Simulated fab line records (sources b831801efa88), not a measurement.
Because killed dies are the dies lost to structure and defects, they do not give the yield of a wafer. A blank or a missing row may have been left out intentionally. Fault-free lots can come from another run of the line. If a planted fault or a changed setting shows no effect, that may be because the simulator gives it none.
fab line records	flow sky130
[record] lots = 6	wafers = 18	last_day = 50
route steps=708 shown METAL2@495 VIA2@507 PAD_OPEN@708
lots that met no fault: taken from a fault-free run of the same line
start_h: hours from the record's first day to the start of the lot's first wafer shown	wait_h: how many hours have passed since the lot's step before this one	" identical to the entry in the row above	L1.1+2: several wafers, shown together as one row	- no value present, or no start provided	* or withheld: withheld	< > ~ a bound
route shown NAME@n: names a module that has steps shown in the file, with the first one's number in the route	usual: mean/standard deviation taken from wafers without a fault	same: alike in all rows	chamber/n: place in a boat	sites: the reading at each site	_std_site: their standard deviation	_edge_site: the outer-site mean with the inner-site mean subtracted	radius_mm: how far each site lies from the wafer's centre	mask NAME#n: copy n	behind: the most recent tool/chamber to have shaped the wafer	hold: what put the lot on hold/how long, in hours/how the hold closed	device: transistor that didn't switch, given as n, p or np	end of line: the same wafers' tests at the end of the route	a step without rows: its recipe alone	killed: not the wafer's yield, but the dies lost to structure and defects at the first sort	map: shows each die of a wafer: x if killed, . if not, _ if none is there
set.NAME: the run value of the setting; set.NAME@STEP: its run value at that earlier step	model.NAME: the simulator's own value behind a step, which no gauge read
lots seen at some steps along the route; tables by step, rows by wafer
services: when a tool's chamber went out of use (start_h, in hours from the record's first day, below 0 if earlier), for how many hours, and the reason
[[steps]]
[step SKY_METAL2_EXPOSE_12]
[recipe] mask_id = MM2	na = 0.8	source_shape = annular	sigma_inner = 0.55	sigma_outer = 0.85	target_cd_nm = 140	dose_mj = 28
[step SKY_METAL2_PEB_13]
[recipe] peb_temp_c = withheld	peb_time_s = withheld	resist = KrF-thick
[step SKY_METAL2_DEVELOP_14]
[recipe] develop_time_s = 60	resist = KrF-thick	dev_temp_c = 21
[step SKY_METAL2_CD_MEAS_15]
[recipe] target_cd_nm = 140
[usual] cd_nm = 139.6/1.6
lot.wafer	tool	chamber	start_h	wait_h	cd_nm
L168.1	cd_sem-02	-	820.94	-	141.6
L168.2	"	-	"	"	142.0
L168.6	"	-	"	"	142.5
L172.1	cd_sem-01	-	853.15	-	141.4
L172.3	"	-	"	"	141.5
L172.4	"	-	"	"	140.7
L176.1	cd_sem-01	-	884.14	-	140.2
L176.3	"	-	"	"	141.1
L176.5	"	-	"	"	139.2
L177.4	cd_sem-01	-	892.35	-	139.2
L177.5	"	-	"	"	139.0
L177.6	"	-	"	"	139.3
L183.2	cd_sem-02	-	949.33	-	137.4
L183.3	"	-	"	"	137.8
L183.6	"	-	"	"	136.9
L188.3	cd_sem-02	-	973.30	-	139.5
L188.4	"	-	"	"	140.4
L188.6	"	-	"	"	141.8
[step SKY_METAL2_OVL_MEAS_16]
[usual] METAL2_OVL = -6/5.1
lot.wafer	tool	chamber	start_h	wait_h	METAL2_OVL[nm]
L168.1	overlay-02	-	821.06	0.1	4
L168.2	"	-	"	"	-9
L168.6	"	-	"	"	-10
L172.1	overlay-02	-	853.27	0.1	-6
L172.3	"	-	"	"	-13
L172.4	"	-	"	"	-3
L176.1	overlay-02	-	884.26	0.1	-4
L176.3	"	-	"	"	-6
L176.5	"	-	"	"	-3
L177.4	overlay-02	-	892.43	0.1	-3
L177.5	"	-	"	"	-9
L177.6	"	-	"	"	-2
L183.2	overlay-02	-	949.43	0.1	0
L183.3	"	-	"	"	1
L183.6	"	-	"	"	3
L188.3	overlay-01	-	973.39	0.1	6
L188.4	"	-	"	"	-8
L188.6	"	-	"	"	-1
[step SKY_METAL2_DESCUM_17]
[recipe] chemistry = O2	source_power_w = 150	bias_power_w = 0	pressure_mtorr = 10	temp_c = 40	time_s = 8
[usual] drypump_motor_current_A = 5.99/0.3	oes_product_au = 0.990/0.0077
lot.wafer	tool	chamber	start_h	wait_h	drypump_motor_current_A	oes_product_au	rf_hours_counter_h
L168.1	rie_metal-04	1	821.10	0.0	6.33	0.996	2
L168.2	"	0	"	"	6.06	0.986	5
L168.6	"	0	"	"	6.07	0.978	-
L172.1	rie_metal-03	1	853.31	0.0	6.19	0.983	3
L172.3	"	1	"	"	6.15	0.983	-
L172.4	"	0	"	"	5.79	0.991	-
L176.1	rie_metal-03	1	884.30	0.0	6.16	0.987	4
L176.3	"	1	"	"	6.18	0.997	-
L176.5	"	1	"	"	6.16	0.998	-
L177.4	rie_metal-03	1	892.46	0.0	6.16	0.980	-
L177.5	"	0	"	"	5.75	0.994	-
L177.6	"	1	"	"	6.18	0.986	-
L183.2	rie_metal-03	0	949.46	0.0	5.72	0.999	20
L183.3	"	1	"	"	6.17	0.997	-
L183.6	"	1	"	"	6.18	0.978	-
L188.3	rie_metal-03	0	973.42	0.0	5.77	0.997	-
L188.4	"	1	"	"	6.16	0.991	-
L188.6	"	0	"	"	5.77	0.992	-
[step SKY_METAL2_ETCH_18]
[recipe] chemistry = N2/H2	target = BARC	ion_energy_ev = 200	bias_w = 100	pressure_mtorr = 30	n2_flow_sccm = 100	h2_flow_sccm = 200	icp_w = 500	stop_on = SiO2	time_s = 45.9	target_depth_a = 600
[usual] drypump_motor_current_A = 6.00/0.3	oes_product_au = 0.854/0.0047	throttle_valve_pct = 13.226/0.0095
lot.wafer	tool	chamber	start_h	wait_h	drypump_motor_current_A	oes_product_au	rf_hours_counter_h	throttle_valve_pct
L168.1	rie_metal-04	1	821.13	0.0	6.33	0.853	2	13.211
L168.2	"	0	"	"	6.08	0.851	5	13.224
L168.6	"	0	"	"	6.09	0.863	-	13.215
L172.1	rie_metal-03	1	853.34	0.0	6.17	0.850	3	13.222
L172.3	"	1	"	"	6.18	0.863	-	13.238
L172.4	"	0	"	"	5.74	0.858	-	13.208
L176.1	rie_metal-03	1	884.33	0.0	6.16	0.853	4	13.239
L176.3	"	1	"	"	6.14	0.852	-	13.233
L176.5	"	1	"	"	6.17	0.861	-	13.230
L177.4	rie_metal-03	1	892.50	0.0	6.17	0.856	-	13.227
L177.5	"	0	"	"	5.75	0.854	-	13.217
L177.6	"	1	"	"	6.16	0.856	-	13.230
L183.2	rie_metal-03	0	949.49	0.0	5.78	0.855	20	13.191
L183.3	"	1	"	"	6.25	0.856	-	13.244
L183.6	"	1	"	"	6.23	0.865	-	13.220
L188.3	rie_metal-03	0	973.46	0.0	5.76	0.854	-	13.208
L188.4	"	1	"	"	6.17	0.851	-	13.231
L188.6	"	0	"	"	5.75	0.849	-	13.229
[step SKY_METAL2_METAL_ETCH_19]
[recipe] target_depth_a = 3600	stop_on = SiO2	over_etch_frac = 0.3	time_s = 78	chemistry = Cl2/BCl3	resist_sidewall_deg = 88	pressure_mtorr = 10	icp_w = 900	bias_w = 48.5	Cl2_flow_sccm = 60	bcl3_flow_sccm = 30
[usual] drypump_motor_current_A = 5.99/0.3	mfc_cl2_sccm = 59.98/0.18	oes_product_au = 0.855/0.0057	throttle_valve_pct = 22.266/0.0089
lot.wafer	tool	chamber	start_h	wait_h	drypump_motor_current_A	mfc_cl2_sccm	oes_product_au	rf_hours_counter_h	throttle_valve_pct
L168.1	rie_metal-04	1	821.19	0.0	6.31	60.08	0.852	2	22.272
L168.2	"	0	"	"	6.06	60.13	0.856	5	22.258
L168.6	"	0	"	"	6.10	60.27	0.847	-	22.259
L172.1	rie_metal-03	1	853.41	0.0	6.17	59.95	0.856	3	22.268
L172.3	"	1	"	"	6.12	60.16	0.859	-	22.265
L172.4	"	0	"	"	5.70	59.99	0.856	-	22.269
L176.1	rie_metal-03	1	884.39	0.0	6.18	59.83	0.855	4	22.261
L176.3	"	1	"	"	6.14	59.78	0.855	-	22.272
L176.5	"	1	"	"	6.13	59.76	0.860	-	22.266
L177.4	rie_metal-03	1	892.57	0.1	6.19	59.91	0.855	-	22.272
L177.5	"	0	"	"	5.79	59.72	0.861	-	22.277
L177.6	"	1	"	"	6.20	60.31	0.865	-	22.265
L183.2	rie_metal-03	0	949.56	0.0	5.76	60.30	0.855	20	22.254
L183.3	"	1	"	"	6.18	59.70	0.854	-	22.278
L183.6	"	1	"	"	6.18	59.91	0.860	-	22.258
L188.3	rie_metal-03	0	973.54	0.1	5.77	60.02	0.861	-	22.269
L188.4	"	1	"	"	6.19	59.81	0.849	-	22.262
L188.6	"	0	"	"	5.74	59.83	0.854	-	22.264
[step SKY_METAL2_STRIP_20]
[recipe] chemistry = O2/N2	power_w = 1400	pressure_mtorr = 1500	platen_temp_c = withheld	o2_flow_sccm = 3000	n2_flow_sccm = 300	overash_fraction = 0.5
[usual] drypump_motor_current_A = 6.1/0.55	oes_product_au = 0.345/0.004	strip_time_to_endpoint_s = 2.73/0.034
lot.wafer	tool	chamber	start_h	wait_h	drypump_motor_current_A	oes_product_au	rf_hours_counter_h	strip_time_to_endpoint_s
L168.1	plasma_asher-02	1	821.28	0.1	6.2	0.344	97	2.80
L168.2	"	0	"	"	5.8	0.348	97	2.80
L168.6	"	1	"	"	6.2	0.350	-	2.76
L172.1	plasma_asher-01	0	853.50	0.1	6.3	0.347	75	2.74
L172.3	"	1	"	"	6.4	0.350	-	2.78
L172.4	"	0	"	"	6.3	0.344	-	2.70
L176.1	plasma_asher-04	1	884.48	0.1	6.8	0.343	15	2.75
L176.3	"	1	"	"	6.8	0.345	-	2.73
L176.5	"	0	"	"	5.2	0.351	-	2.77
L177.4	plasma_asher-04	0	892.66	0.1	5.2	0.346	-	2.72
L177.5	"	0	"	"	5.2	0.338	-	2.66
L177.6	"	1	"	"	6.8	0.345	-	2.70
L183.2	plasma_asher-04	1	949.65	0.1	6.7	0.343	21	2.71
L183.3	"	0	"	"	5.2	0.347	-	2.76
L183.6	"	1	"	"	6.8	0.343	-	2.72
L188.3	plasma_asher-01	0	973.63	0.1	6.3	0.348	-	2.71
L188.4	"	1	"	"	6.4	0.348	-	2.73
L188.6	"	0	"	"	6.3	0.347	-	2.71
[step SKY_METAL2_STRIP_21]
[recipe] chemistry = post_etch_residue_remover	time_s = 1200	temp_c = 72.5
[step SKY_METAL2_CLEAN_22]
[recipe] chemistry = IPA	time_s = 180	temp_c = 25
[step SKY_METAL2_CLEAN_23]
[recipe] chemistry = O3/DIW	dry = n2_spin
[step SKY_VIA2_HDPCVD_00]
[recipe] material = SiO2	target_thk_nm = 1180	sigma_open_frac = 0.3	time_s = 196.7	temp_c = 400	sih4_flow_sccm = 60	pressure_mtorr = 6
[usual] sih4_flow_sccm = 59.97/0.16
lot.wafer	tool	chamber	start_h	wait_h	sih4_flow_sccm	model.SiO2_of_VIA2_HDPCVD_00.thk_nm
L168.1	hdpcvd-01	1	821.93	0.0	60.01	1172
L168.2	"	2	"	"	59.78	1152
L168.6	"	1	"	"	59.95	1169
L172.1	hdpcvd-02	2	854.09	0.0	59.80	1191
L172.3	"	1	"	"	59.99	1170
L172.4	"	1	"	"	60.12	1186
L176.1	hdpcvd-02	0	885.14	0.0	47.92	932
L176.3	"	1	"	"	48.08	916.1
L176.5	"	2	"	"	48.02	928.6
L177.4	hdpcvd-02	1	893.29	0.1	47.76	925.5
L177.5	"	2	"	"	48.02	921.3
L177.6	"	0	"	"	47.88	925
L183.2	hdpcvd-01	1	950.24	0.0	59.92	1173
L183.3	"	0	"	"	60.08	1188
L183.6	"	2	"	"	60.16	1164
L188.3	hdpcvd-01	2	974.20	0.0	59.81	1180
L188.4	"	2	"	"	59.75	1185
L188.6	"	1	"	"	59.96	1180
[step SKY_VIA2_THK_MEAS_01]
[recipe] reads = SiO2_of_VIA2_HDPCVD_00
[usual] VIA2_HDPCVD_THK = 1171/11
lot.wafer	tool	chamber	start_h	wait_h	hold	VIA2_HDPCVD_THK[nm]
L168.1	film_metro-02	-	822.06	0.1	-	1171
L168.2	"	-	"	"	-	1153
L168.6	"	-	"	"	-	1168
L172.1	film_metro-03	-	854.22	0.1	-	1191
L172.3	"	-	"	"	-	1170
L172.4	"	-	"	"	-	1186
L176.1	film_metro-04	-	885.27	0.1	await_dispo/0.2h/release	932
L176.3	"	-	"	"	await_dispo/0.2h/release	916
L176.5	"	-	"	"	await_dispo/0.2h/release	928
L176.1	film_metro-04	-	885.49	0.2	-	932
L176.3	"	-	"	"	-	916
L176.5	"	-	"	"	-	929
L177.4	film_metro-04	-	893.38	0.0	await_dispo/0.2h/release	926
L177.5	"	-	"	"	await_dispo/0.2h/release	920
L177.6	"	-	"	"	await_dispo/0.2h/release	925
L177.4	film_metro-04	-	893.61	0.2	-	926
L177.5	"	-	"	"	-	921
L177.6	"	-	"	"	-	926
L183.2	film_metro-02	-	950.38	0.1	-	1173
L183.3	"	-	"	"	-	1188
L183.6	"	-	"	"	-	1164
L188.3	film_metro-03	-	974.35	0.1	-	1181
L188.4	"	-	"	"	-	1185
L188.6	"	-	"	"	-	1180
[step SKY_VIA2_CMP_02]
[recipe] material = SiO2	down_force_psi = 4	platen_rpm = 60	pad_velocity_m_s = 0.94248
[usual] head_pressure_psi = 4.001/0.0084	motor_current_A = 12.8/1.1	slurry_filter_dp_kPa = 13.51/0.13
lot.wafer	tool	chamber	start_h	wait_h	hold	head_pressure_psi	motor_current_A	slurry_filter_dp_kPa
L168.1	cmp-02	0	822.22	0.1	-	3.982	14.1	13.66
L168.2	"	1	"	"	-	3.980	12.1	13.61
L168.6	"	3	"	"	-	4.005	11.5	13.56
L172.3	cmp-01	2	854.28	0.0	-	4.006	13.1	13.41
L172.4	"	3	"	"	-	4.003	12.0	13.46
L172.1	"	1	"	"	-	3.999	13.5	13.46
L176.3	cmp-02	1	888.24	2.7	await_dispo/2.2h/release	3.985	11.3	13.51
L176.1	"	3	"	"	await_dispo/2.2h/release	4.010	11.7	13.46
L176.5	"	1	"	"	await_dispo/2.2h/release	4.016	12.1	13.47
L177.4	cmp-01	0	894.99	1.4	await_dispo/1.4h/release	4.001	14.5	13.57
L177.5	"	0	"	"	await_dispo/1.4h/release	4.000	13.3	13.49
L177.6	"	1	"	"	await_dispo/1.4h/release	4.009	13.6	13.28
L183.2	cmp-01	2	950.43	0.0	-	3.990	13.4	13.41
L183.3	"	3	"	"	-	4.019	11.6	13.55
L183.6	"	3	"	"	-	4.014	11.7	13.46
L188.3	cmp-02	0	974.39	0.0	-	3.999	14.0	13.73
L188.4	"	1	"	"	-	4.006	12.6	13.30
L188.6	"	0	"	"	-	3.990	13.7	13.42
[step SKY_PAD_OPEN_PROBE_99]
[usual] defect_limited_yield = 82.6/2	killed_at_M0_to_M3 = 43/7.3	killed_at_M4_up = 3.4/1.7	killed_at_contacts = 24/4.5	killed_at_front_end = 16/4.4	killed_at_other = 0.2/0.51	killed_dies = 86/9.7	killed_open = 46/6.6	killed_short = 39/7.1	sort_bin_3_pad_short = 0.9/0.45	sort_bin_5_function = 10.4/1.4	sort_bin_6_memory = 6.2/1.2	sort_n_pass = 406/9.7	sort_yield_pct = 82.6/2
[same] gross_dies = 492	killed_at_back_side = 0	sort_bin_4_leakage[%] = 0	sort_bin_8_speed[%] = 0
lot.wafer	tool	chamber	start_h	wait_h	defect_limited_yield[%]	killed_at_M0_to_M3	killed_at_M4_up	killed_at_contacts	killed_at_front_end	killed_at_other	killed_dies	killed_open	killed_short	sort_bin_3_pad_short[%]	sort_bin_5_function[%]	sort_bin_6_memory[%]	sort_n_pass	sort_yield_pct[%]
L177.4	prober-01	-	1130.06	0.2	85.6	32	4	22	12	1	71	46	24	0.6	8.1	5.7	421	85.6
L177.5	prober-01	-	1130.11	0.2	80.7	49	3	28	14	1	95	47	47	0.8	11.2	7.3	397	80.7
L177.6	prober-01	-	1130.16	0.2	82.3	41	2	26	18	0	87	56	31	0.6	11.6	5.5	405	82.3
// killed by level:class
L177.4 CONTACT:geometric_particle:open=11 VIA1:geometric_particle:open=11 VIA3:geometric_particle:open=7 LI_CONTACT:geometric_particle:open=5 METAL4:geometric_particle:short=4 FIELD_ISO:geometric_particle:open=3 FIELD_ISO:geometric_particle:short=3 POLY_GATE:geometric_particle:open=3
L177.5 VIA1:geometric_particle:open=8 CONTACT:geometric_particle:open=8 METAL2:geometric_particle:short=8 LI_CONTACT:geometric_particle:open=7 VIA2:geometric_particle:open=7 CONTACT:geometric_particle:short=6 VIA3:geometric_particle:short=6 METAL1:geometric_particle:short=5
L177.6 CONTACT:geometric_particle:open=14 VIA1:geometric_particle:open=13 FIELD_ISO:geometric_particle:short=7 VIA2:geometric_particle:open=6 POLY_GATE:geometric_particle:open=4 SPACER:geometric_particle:open=4 LI_CONTACT:geometric_particle:open=4 LOCAL_INTERCONNECT:geometric_particle:short=4
[[services]]
tool	chamber	start_h	hours	kind
hdpcvd-01	-	811.02	2.0	repair
cmp-02	-	817.34	4.3	pm
cmp-01	-	824.61	0.8	repair
hdpcvd-01	0	841.02	4.0	repair
plasma_asher-01	-	861.32	14.2	pm
cmp-01	-	871.74	0.4	repair
plasma_asher-04	-	879.95	4.5	repair
cmp-01	-	886.63	3.1	repair
cmp-02	-	897.36	14.7	repair
plasma_asher-02	-	897.75	12.4	repair
plasma_asher-01	-	902.30	0.4	repair
cmp-02	-	912.03	4.0	pm
plasma_asher-01	-	912.72	3.7	repair
cmp-02	-	916.03	-	consumable_replace:conditioner
cmp-02	-	916.03	-	consumable_replace:pad
cmp-01	-	916.25	5.6	pm
rie_metal-03	0	927.17	20.9	repair
cmp-01	-	933.27	1.8	repair
hdpcvd-01	2	933.80	7.0	repair
cmp-02	-	945.48	2.2	repair
cmp-02	-	949.42	2.6	repair
hdpcvd-01	-	950.37	15.0	pm
hdpcvd-01	0	950.37	15.0	vent_cycle
plasma_asher-02	-	964.76	2.7	repair
[[key]]
[first_sign] step = SKY_VIA2_HDPCVD_00	reading = sih4_flow_sccm	direction = down	sigmas = 75	usual = 59.97	struck = 47.95
[effect] step = SKY_VIA2_THK_MEAS_01	reading = visit	direction = added
[effect] step = SKY_VIA2_THK_MEAS_01	reading = VIA2_HDPCVD_THK	direction = down	sigmas = 22	usual = 1171	struck = 925
[model_effect] step = SKY_VIA2_HDPCVD_00	value = SiO2_of_VIA2_HDPCVD_00.thk_nm	without = 1161	struck = 924.7
met_at SKY_VIA2_HDPCVD_00
struck_wafers L176.1,L176.3,L176.5,L177.4,L177.5,L177.6
onset_between 854.09 885.14
[fault] kind = process_parameter_drift	tool = hdpcvd-02	chamber = -	onset_h = 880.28	steps = SKY_VIA2_HDPCVD_00	channel = sih4_flow_sccm	offset = -12	shape = step	end_h = 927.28	acts_in = these_recipes_only	stated = 60
